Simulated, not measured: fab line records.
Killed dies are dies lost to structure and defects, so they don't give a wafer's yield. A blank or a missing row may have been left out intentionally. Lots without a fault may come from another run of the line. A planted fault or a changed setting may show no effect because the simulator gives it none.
fab line records    flow sky130
record lots=5  wafers=15  last-day=50
route steps=708 shown FIELD_ISO@1 PAD_OPEN@708
lots that met no fault: taken from a fault-free run of the same line
start-h: the number of hours between the record's first day and the start of the first shown wafer of the lot    wait-h: hours since the lot's step before    " identical to the entry in the row above    L1.1+2: a row that stands for several wafers    - no value, or no start was given    * or withheld: withheld    < > ~ a bound
route shown NAME@n: a module of which the file shows steps, and the number in the route of the first    usual: average and standard deviation across the fault-free wafers    same: alike in all rows    chamber/n: place in a boat    sites: per-site readings    _std_site: their standard deviation    _edge_site: mean of outer sites minus mean of inner sites    radius-mm: how far each site lies from the wafer's centre    mask NAME#n: copy n    behind: the last tool/chamber to shape the wafer    hold: why the lot was held/for how many hours/how that ended    device: transistor that didn't switch, given as n, p or np    end of line: the route-end tests of the same wafers    a step without rows: its recipe alone    killed: count of dies lost to structure and defects at first sort (not the wafer's yield)    map: dies across one wafer; x = killed, . = not, _ = none there
set.NAME: the setting the step ran with; set.NAME@STEP: the setting that earlier step ran with    model.NAME: the simulator's own value behind a step, which no gauge read
a table for each step, a row for each wafer; lots at some steps of the route
services: from which hour (start-h, from the record's first day; less than 0 if before it) a tool's chamber was out of use, for how many hours, and why
## steps
# step SKY_FIELD_ISO_BOW_MEAS_00
# recipe mode=bow
# usual INCOMING_BOW=0/6.2
lot.wafer  tool           chamber  start-h  wait-h  INCOMING_BOW[um]
L215.1     film-metro-01  -        45.00    -       0
L215.3     "              -        "        "       -7
L215.6     "              -        "        "       -7
L225.3     film-metro-04  -        95.04    -       -5
L225.5     "              -        "        "       0
L225.6     "              -        "        "       4
L228.2     film-metro-03  -        110.02   -       8
L228.3     "              -        "        "       1
L228.4     "              -        "        "       14
L230.4     film-metro-03  -        120.06   -       -1
L230.5     "              -        "        "       3
L230.6     "              -        "        "       -9
L231.1     film-metro-04  -        125.00   -       -3
L231.4     "              -        "        "       8
L231.5     "              -        "        "       2
# step SKY_FIELD_ISO_OXIDATION_01
# recipe temp-c=900  ambient=O2  stabilise-s=600  purge-s=300  target-thk-a=120  ox-time-s=1843
# step SKY_FIELD_ISO_THK_MEAS_02
# recipe reads=SiO2_of_FIELD_ISO_OXIDATION_01
# usual FIELD_ISO_OXIDATION_00_THK=12.03/0.22
lot.wafer  tool           chamber  start-h  wait-h  FIELD_ISO_OXIDATION_00_THK[nm]
L215.1     film-metro-01  -        47.56    0.0     11.78
L215.3     "              -        "        "       11.64
L215.6     "              -        "        "       11.87
L225.3     film-metro-01  -        97.03    0.0     12.03
L225.5     "              -        "        "       12.20
L225.6     "              -        "        "       12.14
L228.2     film-metro-01  -        112.45   0.0     12.22
L228.3     "              -        "        "       12.49
L228.4     "              -        "        "       12.48
L230.4     film-metro-04  -        122.25   0.0     11.83
L230.5     "              -        "        "       11.85
L230.6     "              -        "        "       11.96
L231.1     film-metro-04  -        126.63   0.0     12.15
L231.4     "              -        "        "       12.09
L231.5     "              -        "        "       12.11
# step SKY_FIELD_ISO_CVD_03
# recipe material=Si3N4  precursor=DCS/NH3  target-thk-nm=165  temp-c=770  time-s=2830  pressure-mtorr=250
# step SKY_FIELD_ISO_THK_MEAS_04
# recipe reads=Si3N4_of_FIELD_ISO_CVD_03
# usual FIELD_ISO_CVD_03_THK=165.3/1.8
lot.wafer  tool           chamber  start-h  wait-h  FIELD_ISO_CVD_03_THK[nm]
L215.1     film-metro-03  -        49.40    0.0     165.1
L215.3     "              -        "        "       165.1
L215.6     "              -        "        "       165.9
L225.3     film-metro-04  -        98.87    0.0     167.0
L225.5     "              -        "        "       168.3
L225.6     "              -        "        "       167.6
L228.2     film-metro-03  -        114.30   0.0     165.1
L228.3     "              -        "        "       164.7
L228.4     "              -        "        "       164.0
L230.4     film-metro-04  -        125.51   0.0     163.8
L230.5     "              -        "        "       163.2
L230.6     "              -        "        "       163.2
L231.1     film-metro-04  -        128.63   0.0     165.8
L231.4     "              -        "        "       164.0
L231.5     "              -        "        "       165.7
# step SKY_FIELD_ISO_DEHYDRATE_05
# recipe temp-c=200  time-s=60
# step SKY_FIELD_ISO_HMDS_06
# recipe prime-time-s=60  prime-temp-c=120
# step SKY_FIELD_ISO_COAT_07
# recipe resist=BARC  temp-c=withheld  time-s=withheld  spin-rpm=3000  resist-thk-nm=60
# step SKY_FIELD_ISO_COAT_08
# recipe resist=KrF-thick  spin-rpm=3000  resist-thk-nm=450
# step SKY_FIELD_ISO_SOFTBAKE_09
# recipe temp-c=100  time-s=90  resist=KrF-thick
# step SKY_FIELD_ISO_EXPOSE_10
# recipe mask-id=FOM  na=0.68  source-shape=annular  sigma-inner=0.4  sigma-outer=0.8  target-cd-nm=150  dose-mj=28
# usual reticle-temp-C=23.01/0.11
lot.wafer  tool            chamber  start-h  wait-h  mask      reticle-temp-C
L215.1     krf-scanner-02  0        57.71    -       FOM_R1#0  22.80
L215.3     "               0        "        "       FOM_R1#0  22.85
L215.6     "               0        "        "       FOM_R1#0  22.91
L225.3     krf-scanner-01  0        108.60   -       FOM#0     23.02
L225.5     "               0        "        "       FOM#0     23.05
L225.6     "               0        "        "       FOM#0     23.00
L228.2     krf-scanner-02  0        124.13   -       FOM#0     23.03
L228.3     "               0        "        "       FOM#0     23.12
L228.4     "               0        "        "       FOM#0     23.06
L230.4     krf-scanner-01  0        134.85   -       FOM#0     23.01
L230.5     "               0        "        "       FOM#0     23.00
L230.6     "               0        "        "       FOM#0     22.99
L231.1     krf-scanner-01  0        138.04   -       FOM#0     23.12
L231.4     "               0        "        "       FOM#0     22.88
L231.5     "               0        "        "       FOM#0     22.97
# step SKY_FIELD_ISO_PEB_11
# recipe peb-temp-c=withheld  peb-time-s=withheld  resist=KrF-thick
# step SKY_FIELD_ISO_DEVELOP_12
# recipe develop-time-s=60  resist=KrF-thick  dev-temp-c=21
# step SKY_FIELD_ISO_CD_MEAS_13
# recipe target-cd-nm=150
# usual cd-nm=149.8/1.5
lot.wafer  tool       chamber  start-h  wait-h  cd-nm
L215.1     cd-sem-01  -        64.81    -       132.1
L215.3     "          -        "        "       131.6
L215.6     "          -        "        "       131.9
L225.3     cd-sem-01  -        117.38   -       152.8
L225.5     "          -        "        "       152.3
L225.6     "          -        "        "       153.6
L228.2     cd-sem-01  -        132.76   -       147.6
L228.3     "          -        "        "       148.0
L228.4     "          -        "        "       148.5
L230.4     cd-sem-02  -        144.62   -       151.7
L230.5     "          -        "        "       153.3
L230.6     "          -        "        "       152.8
L231.1     cd-sem-01  -        147.69   -       146.9
L231.4     "          -        "        "       147.6
L231.5     "          -        "        "       147.2
# step SKY_FIELD_ISO_ETCH_14
# recipe chemistry=N2/H2  target=BARC  ion-energy-ev=200  source-w=500  bias-w=100  pressure-mtorr=30  n2-flow-sccm=100  h2-flow-sccm=200  stop-on=SiO2  time-s=45.9  target-depth-a=600
# usual drypump-motor-current-A=5.5/0.51  oes-product-au=0.855/0.0047  throttle-valve-pct=13.226/0.0095
lot.wafer  tool         chamber  start-h  wait-h  drypump-motor-current-A  oes-product-au  rf-hours-counter-h  throttle-valve-pct  model.FIELD_ISO.cd-nm
L215.1     rie-diel-04  2        64.93    0.1     5.2                      0.851           100                 13.237              131.2
L215.3     "            0        "        "       5.0                      0.851           26                  13.223              131.4
L215.6     "            0        "        "       5.0                      0.860           -                   13.233              131.1
L225.3     rie-diel-04  0        117.46   0.1     5.0                      0.856           28                  13.209              153.1
L225.5     "            0        "        "       5.0                      0.857           -                   13.228              151.5
L225.6     "            3        "        "       5.2                      0.852           -                   13.228              154.1
L228.2     rie-diel-01  3        132.86   0.1     6.0                      0.856           18                  13.210              147.8
L228.3     "            2        "        "       5.0                      0.861           6                   13.238              147.3
L228.4     "            1        "        "       6.1                      0.858           78                  13.224              148.1
L230.4     rie-diel-01  0        144.68   0.0     4.8                      0.859           5                   13.220              151.3
L230.5     "            0        "        "       4.8                      0.855           -                   13.208              153.4
L230.6     "            1        "        "       6.1                      0.857           -                   13.234              152.5
L231.1     rie-diel-04  1        147.81   0.1     6.0                      0.852           5                   13.235              146.7
L231.4     "            3        "        "       5.2                      0.853           92                  13.231              148.2
L231.5     "            1        "        "       6.0                      0.850           -                   13.245              147.9
# step SKY_FIELD_ISO_ETCH_15
# recipe chemistry=CHF3/O2  target-depth-nm=180  stop-on=Si  source-w=600  bias-w=200  pressure-mtorr=40  chf3-flow-sccm=50  O2_flow_sccm=5  time-s=72
# usual drypump-motor-current-A=5.5/0.5  oes-product-au=0.947/0.0075  throttle-valve-pct=8.844/0.0085
lot.wafer  tool         chamber  start-h  wait-h  drypump-motor-current-A  oes-product-au  rf-hours-counter-h  throttle-valve-pct
L215.1     rie-diel-04  2        64.98    0.0     5.2                      0.946           100                 8.849
L215.3     "            0        "        "       5.0                      0.947           26                  8.846
L215.6     "            0        "        "       5.0                      0.949           -                   8.852
L225.3     rie-diel-04  0        117.50   0.0     5.0                      0.951           28                  8.859
L225.5     "            0        "        "       5.0                      0.959           -                   8.827
L225.6     "            3        "        "       5.1                      0.959           -                   8.842
L228.2     rie-diel-01  3        132.90   0.0     6.0                      0.943           18                  8.849
L228.3     "            2        "        "       5.0                      0.943           6                   8.841
L228.4     "            1        "        "       6.0                      0.952           78                  8.854
L230.4     rie-diel-01  0        144.73   0.0     4.8                      0.946           5                   8.843
L230.5     "            0        "        "       4.8                      0.935           -                   8.834
L230.6     "            1        "        "       6.1                      0.943           -                   8.855
L231.1     rie-diel-04  1        147.85   0.0     6.0                      0.940           5                   8.849
L231.4     "            3        "        "       5.2                      0.943           92                  8.833
L231.5     "            1        "        "       6.0                      0.941           -                   8.841
# step SKY_FIELD_ISO_STRIP_16
# recipe chemistry=O2/N2  power-w=1400  pressure-mtorr=1500  platen-temp-c=withheld  o2-flow-sccm=3000  n2-flow-sccm=300  overash-fraction=0.5
# usual drypump-motor-current-A=5.3/0.34  oes-product-au=0.378/0.0043  strip-time-to-endpoint-s=3.543/0.026
lot.wafer  tool             chamber  start-h  wait-h  drypump-motor-current-A  oes-product-au  rf-hours-counter-h  strip-time-to-endpoint-s
L215.1     plasma-asher-03  0        65.03    0.0     5.5                      0.377           24                  3.514
L215.3     "                1        "        "       5.8                      0.372           -                   3.489
L215.6     "                1        "        "       5.7                      0.379           -                   3.497
L225.3     plasma-asher-03  0        117.59   0.1     5.5                      0.376           -                   3.529
L225.5     "                0        "        "       5.5                      0.375           -                   3.524
L225.6     "                1        "        "       5.8                      0.379           -                   3.576
L228.2     plasma-asher-02  0        132.95   0.0     5.0                      0.377           1                   3.549
L228.3     "                0        "        "       5.0                      0.373           -                   3.524
L228.4     "                1        "        "       5.6                      0.384           -                   3.508
L230.4     plasma-asher-03  0        144.82   0.1     5.5                      0.369           -                   3.563
L230.5     "                0        "        "       5.5                      0.380           -                   3.582
L230.6     "                1        "        "       5.7                      0.377           -                   3.541
L231.1     plasma-asher-01  0        147.91   0.0     4.8                      0.373           48                  3.538
L231.4     "                1        "        "       5.3                      0.373           -                   3.525
L231.5     "                0        "        "       4.8                      0.375           -                   3.524
# step SKY_FIELD_ISO_ETCH_17
# recipe target-depth-a=3420  mask-material=Si3N4  chemistry=HBr/Cl2/O2  target=Si  taper-deg=5  icp-w=600  bias-w=150  pressure-mtorr=15  HBr_flow_sccm=150  Cl2_flow_sccm=40  O2_flow_sccm=6  time-s=97.7
# usual HBr_flow_sccm=150.0/0.44  drypump-motor-current-A=5.79/0.26  oes-product-au=0.996/0.0082  throttle-valve-pct=25.658/0.01
lot.wafer  tool       chamber  start-h  wait-h  HBr_flow_sccm  drypump-motor-current-A  oes-product-au  rf-hours-counter-h  throttle-valve-pct  model.FIELD_ISO.cd-nm
L215.1     rie-si-02  1        65.13    0.1     150.7          5.69                     0.990           131                 25.667              131.6
L215.3     "          3        "        "       149.4          5.65                     0.972           21                  25.681              132.2
L215.6     "          1        "        "       150.7          5.67                     0.988           -                   25.653              131.9
L225.3     rie-si-02  1        117.65   0.0     150.0          5.67                     1.002           131                 25.651              154.6
L225.5     "          0        "        "       149.6          5.66                     0.991           -                   25.663              151.5
L225.6     "          1        "        "       149.6          5.67                     1.000           -                   25.646              154.3
L228.2     rie-si-01  3        133.05   0.1     149.4          6.15                     1.002           88                  25.667              148.8
L228.3     "          0        "        "       149.9          6.08                     0.986           31                  25.655              146.8
L228.4     "          1        "        "       149.5          5.29                     0.990           49                  25.657              148.5
L230.4     rie-si-02  1        144.88   0.0     149.6          5.68                     0.997           131                 25.678              151.8
L230.5     "          2        "        "       150.4          5.94                     1.003           -                   25.662              153.1
L230.6     "          1        "        "       149.6          5.69                     1.000           -                   25.650              153.6
L231.1     rie-si-02  1        148.01   0.1     149.9          5.67                     1.005           131                 25.676              146.2
L231.4     "          0        "        "       149.8          5.65                     0.992           93                  25.657              148.1
L231.5     "          3        "        "       150.4          5.65                     0.989           -                   25.666              148.4
# step SKY_FIELD_ISO_WET_ETCH_18
# recipe chemistry=H3PO4  target-depth-nm=25  temp-c=160  target=Si3N4  time-s=286
# step SKY_PAD_OPEN_PROBE_99
# usual killed_at_M0_to_M3=44/7  killed_at_M4_up=3.0/1.9  killed-at-contacts=24/5.4  killed-at-front-end=15/4.6  killed-at-other=0.3/0.5  killed-dies=87/10  killed-open=47/7  killed-short=40/6.2
# same gross-dies=492  killed-at-back-side=0
lot.wafer  tool       chamber  start-h  wait-h  killed_at_M0_to_M3  killed_at_M4_up  killed-at-contacts  killed-at-front-end  killed-at-other  killed-dies  killed-open  killed-short  model.etest.pfet-g5v0d10v5.r-on-ohm-um  model.etest.res-pdiff.line-ohm-um  model.etest.res-ndiff.line-ohm-um  model.etest.sram-nfet-pass.drive-ua-um  model.etest.sonos-uncharged.r-on-ohm-um  model.etest.sram-pfet-latch.drive-ua-um  model.etest.res-ndiff.width-nm  model.etest.res-pdiff.width-nm
L215.1     prober-01  -        1120.09  0.1     35                  0                25                  34                   0                94           45           34            4996                                    1553                               849.8                              429.5                                   856.8                                    125.8                                    139.2                           125.1
L215.3     prober-01  -        1120.19  0.2     65                  4                20                  27                   2                118          56           49            4884                                    1530                               846.4                              418                                     850.6                                    130.4                                    138.1                           126.1
L215.6     prober-01  -        1120.34  0.2     49                  4                28                  27                   0                108          55           41            4982                                    1564                               867.4                              426.6                                   846                                      126                                      138.8                           125.9
L225.3     prober-02  -        1174.94  0.2     43                  4                20                  10                   1                78           40           38            4712                                    1315                               725.7                              494.5                                   811.1                                    136.9                                    162.1                           148.8
L225.5     prober-02  -        1175.04  0.2     50                  3                17                  13                   0                83           46           37            4729                                    1376                               729.6                              487                                     808.9                                    140                                      158.5                           145.7
L225.6     prober-02  -        1175.09  0.2     40                  3                24                  18                   0                85           42           43            4670                                    1343                               721.6                              502.8                                   816.1                                    142.3                                    161.4                           148.3
L228.2     prober-01  -        1193.15  0.1     51                  0                27                  20                   0                98           56           42            4804                                    1374                               765.4                              450.9                                   823.8                                    134.9                                    156.3                           142.7
L228.3     prober-01  -        1193.20  0.2     37                  4                27                  23                   0                91           52           39            4846                                    1425                               778.7                              468.2                                   810.4                                    139.5                                    154.2                           140.3
L228.4     prober-01  -        1193.25  0.2     54                  2                22                  23                   0                101          46           55            4812                                    1389                               784.4                              476.7                                   815                                      142.9                                    156                             142.3
L231.1     prober-02  -        1197.22  0.1     58                  8                33                  11                   1                111          52           59            4733                                    1396                               785.2                              476.4                                   819.9                                    139                                      152.4                           139.7
L231.4     prober-02  -        1197.37  0.2     43                  0                21                  23                   0                87           41           46            4753                                    1380                               794.3                              473.8                                   829                                      138.9                                    154.6                           141.7
L231.5     prober-02  -        1197.42  0.2     51                  1                19                  12                   0                83           46           37            4776                                    1394                               785.1                              475.6                                   824.2                                    140.9                                    155.9                           142.6
L230.4     prober-02  -        1201.68  0.2     42                  3                23                  11                   0                79           49           30            4763                                    1366                               746.5                              483.9                                   816.2                                    136.3                                    159.4                           146.6
L230.5     prober-02  -        1201.73  0.2     44                  2                28                  15                   1                90           41           49            4715                                    1340                               751                                477.5                                   817.3                                    142.8                                    160.4                           146.2
L230.6     prober-02  -        1201.78  0.2     35                  2                20                  11                   1                69           36           33            4734                                    1371                               746.6                              492.7                                   818.3                                    144                                      160.1                           147.5
# killed by level:class
L215.1 FIELD_ISO:area-expose=15 CONTACT:geometric-particle:open=13 VIA1:geometric-particle:open=9 FIELD_ISO:geometric-particle:short=7 VIA3:geometric-particle:open=5 LI_CONTACT:geometric-particle:open=4 VIA2:geometric-particle:open=4 VIA2:geometric-particle:short=4
L215.3 FIELD_ISO:area-expose=13 METAL1:geometric-particle:short=11 VIA1:geometric-particle:open=10 VIA3:geometric-particle:open=10 VIA2:geometric-particle:open=9 VIA1:geometric-particle:short=9 LI_CONTACT:geometric-particle:open=8 VIA3:geometric-particle:short=6
L215.6 FIELD_ISO:area-expose=12 VIA3:geometric-particle:open=11 VIA1:geometric-particle:open=10 LI_CONTACT:geometric-particle:open=9 CONTACT:geometric-particle:open=8 METAL1:geometric-particle:short=5 VIA1:geometric-particle:short=5 SPACER:geometric-particle:short=4
L225.3 VIA2:geometric-particle:open=11 VIA3:geometric-particle:open=10 CONTACT:geometric-particle:open=6 LI_CONTACT:geometric-particle:open=5 CONTACT:geometric-particle:short=5 METAL2:geometric-particle:short=5 LOCAL_INTERCONNECT:geometric-particle:short=4 METAL4:geometric-particle:short=4
L225.5 METAL2:geometric-particle:short=11 VIA1:geometric-particle:open=11 CONTACT:geometric-particle:open=8 VIA2:geometric-particle:open=7 VIA1:geometric-particle:short=6 VIA3:geometric-particle:open=6 FIELD_ISO:geometric-particle:open=5 LI_CONTACT:geometric-particle:open=5
L225.6 METAL2:geometric-particle:short=8 VIA2:geometric-particle:open=7 POLY_GATE:geometric-particle:open=6 LI_CONTACT:geometric-particle:short=6 LI_CONTACT:geometric-particle:open=6 CONTACT:geometric-particle:open=6 VIA1:geometric-particle:open=5 VIA3:geometric-particle:short=5
L228.2 LI_CONTACT:geometric-particle:open=9 VIA1:geometric-particle:open=9 CONTACT:geometric-particle:open=8 VIA3:geometric-particle:open=8 POLY_GATE:geometric-particle:open=7 VIA3:geometric-particle:short=6 METAL1:geometric-particle:short=6 CONTACT:geometric-particle:short=5
L228.3 CONTACT:geometric-particle:open=11 VIA1:geometric-particle:open=10 POLY_GATE:geometric-particle:open=8 LI_CONTACT:geometric-particle:open=7 METAL2:geometric-particle:short=5 FIELD_ISO:geometric-particle:short=4 VIA2:geometric-particle:short=4 CONTACT:geometric-particle:short=4
L228.4 VIA2:geometric-particle:open=11 VIA1:geometric-particle:open=11 FIELD_ISO:geometric-particle:short=9 METAL1:geometric-particle:short=8 METAL2:geometric-particle:short=7 CONTACT:geometric-particle:open=7 CONTACT:geometric-particle:short=5 POLY_GATE:geometric-particle:short=5
L231.1 VIA1:geometric-particle:open=13 METAL2:geometric-particle:short=13 LI_CONTACT:geometric-particle:open=12 CONTACT:geometric-particle:short=9 CONTACT:geometric-particle:open=8 VIA1:geometric-particle:short=8 METAL4:geometric-particle:short=6 FIELD_ISO:geometric-particle:short=4
L231.4 VIA1:geometric-particle:open=9 FIELD_ISO:geometric-particle:short=7 CONTACT:geometric-particle:open=7 POLY_GATE:geometric-particle:short=5 METAL2:geometric-particle:short=5 VIA3:geometric-particle:short=5 FIELD_ISO:geometric-particle:open=4 POLY_GATE:geometric-particle:open=4
L231.5 VIA1:geometric-particle:open=11 CONTACT:geometric-particle:open=9 VIA3:geometric-particle:open=6 METAL1:geometric-particle:short=6 VIA2:geometric-particle:open=6 LI_CONTACT:geometric-particle:open=5 METAL2:geometric-particle:short=5 FIELD_ISO:geometric-particle:open=4
L230.4 VIA1:geometric-particle:open=11 LOCAL_INTERCONNECT:geometric-particle:short=7 VIA3:geometric-particle:open=7 VIA2:geometric-particle:open=6 CONTACT:geometric-particle:open=6 METAL2:geometric-particle:short=6 LI_CONTACT:geometric-particle:open=5 FIELD_ISO:geometric-particle:short=3
L230.5 VIA1:geometric-particle:open=11 CONTACT:geometric-particle:short=9 CONTACT:geometric-particle:open=7 VIA2:geometric-particle:open=6 METAL2:geometric-particle:short=6 LOCAL_INTERCONNECT:geometric-particle:short=5 VIA1:geometric-particle:short=5 FIELD_ISO:geometric-particle:short=4
L230.6 CONTACT:geometric-particle:open=9 VIA1:geometric-particle:open=7 VIA2:geometric-particle:open=7 METAL1:geometric-particle:short=5 VIA3:geometric-particle:short=5 LI_CONTACT:geometric-particle:open=4 LOCAL_INTERCONNECT:geometric-particle:short=4 VIA2:geometric-particle:short=4
# map L215.3 (x killed, . not)
__________x..xx....._________
________x.....x......._______
______x.xxx......x..x..._____
_____.x........x...x....x____
____........x...x....x.x..___
___x...x.......x...x.xx..x.__
__..xxx.....x....xx.x....x.._
_x.xx......x...x.............
_.....x..xx.x........x.......
_xx..xxx.x.....x..x.x...x....
_.........x..xx..x...........
_...x.x...x.........x.....x..
_x.x.x....x.x....x.........x.
_.xx...........x.....x.......
_xx.xx...x..x..x..........x..
__.x.xx..x.........x..x....._
___x............x..xxx.x...__
____x......x.x..x..xx.x...___
_____.xx....x...x..x.xx..____
______.x...xx.....x....._____
________..x.xx..xx...._______
__________.........x_________
# map L228.4 (x killed, . not)
__________.....x...x_________
________......x.....x._______
______............xx...._____
_____......x..x.....xx...____
____x......xx...x...x.....___
___...x.x...x.x.......x....__
__.x......x.......x..x...x.._
_..x......x........x...x..x..
_..x.xxx.......x........x....
_....xx............x.........
_xx...x.x..x..x..............
_.x.........................x
_.......x....xx...x..........
_.....x...xx.x....xx...xx.x..
_...x.x..x......x....x...x...
__...x..x.....x.x...x.xx.xx._
___..xx......x....x..x.x...__
____.......x.x...x......x.___
_____.......xx....xx...x.____
______.x....x...x.....x._____
________xx..x...x.x..._______
__________......x..x_________
## services
tool             chamber  start-h  hours  kind
plasma-asher-03  -        39.18    21.1   pm
krf-scanner-02   -        43.34    0.4    repair
plasma-asher-02  -        46.81    0.9    repair
krf-scanner-01   -        49.17    1.0    pm
krf-scanner-02   -        51.46    1.0    pm
krf-scanner-02   -        55.00    2.4    repair
plasma-asher-03  -        62.46    0.8    repair
plasma-asher-02  -        62.61    1.7    repair
krf-scanner-02   -        72.67    1.3    repair
krf-scanner-01   -        74.50    0.8    pm
rie-si-01        2        75.24    11.0   repair
krf-scanner-01   -        81.10    5.5    repair
rie-diel-04      2        83.13    2.0    repair
rie-diel-01      1        89.90    21.9   repair
rie-diel-01      0        94.48    4.5    repair
rie-diel-01      2        97.44    4.8    repair
krf-scanner-02   -        108.17   4.0    pm
plasma-asher-02  -        108.75   9.0    pm
plasma-asher-02  0        108.75   9.0    vent-cycle
plasma-asher-02  1        108.75   9.0    vent-cycle
rie-si-02        0        119.98   8.4    repair
rie-diel-04      1        120.65   3.1    repair
rie-diel-04      3        123.55   1.4    repair
plasma-asher-01  -        131.01   9.2    repair
## key
first-sign step=SKY_FIELD_ISO_EXPOSE_10  reading=mask  direction=changed
effect step=SKY_FIELD_ISO_CD_MEAS_13  reading=cd-nm  direction=down  sigmas=12  usual=149.8  struck=131.9
effect step=SKY_PAD_OPEN_PROBE_99  reading=killed-at-front-end  direction=up  sigmas=3.1  usual=15  struck=29
model-effect step=SKY_FIELD_ISO_ETCH_14  value=FIELD_ISO.cd-nm  without=149.3  struck=131.3
model-effect step=SKY_FIELD_ISO_ETCH_17  value=FIELD_ISO.cd-nm  without=149.9  struck=131.9
model-effect step=SKY_PAD_OPEN_PROBE_99  value=etest.pfet-g5v0d10v5.r-on-ohm-um  without=4742  struck=4954
met-at SKY_FIELD_ISO_EXPOSE_10
struck-wafers L215.1,L215.3,L215.6
tester-left-out L215
fault kind=wrong-mask  tool=any  chamber=-  onset-h=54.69  steps=SKY_FIELD_ISO_EXPOSE_10  aux-copy=FOM_R1#0  cd-offset-nm=-18  scope=struck-lots-only
# tester-left-out: of these lots the tester's yield and bins aren't shown, on N5 and GAA mostly nor the transistor test; their killed dies are dies lost to structure and defects alone, not to doping, threshold or leakage, so they don't give the yield
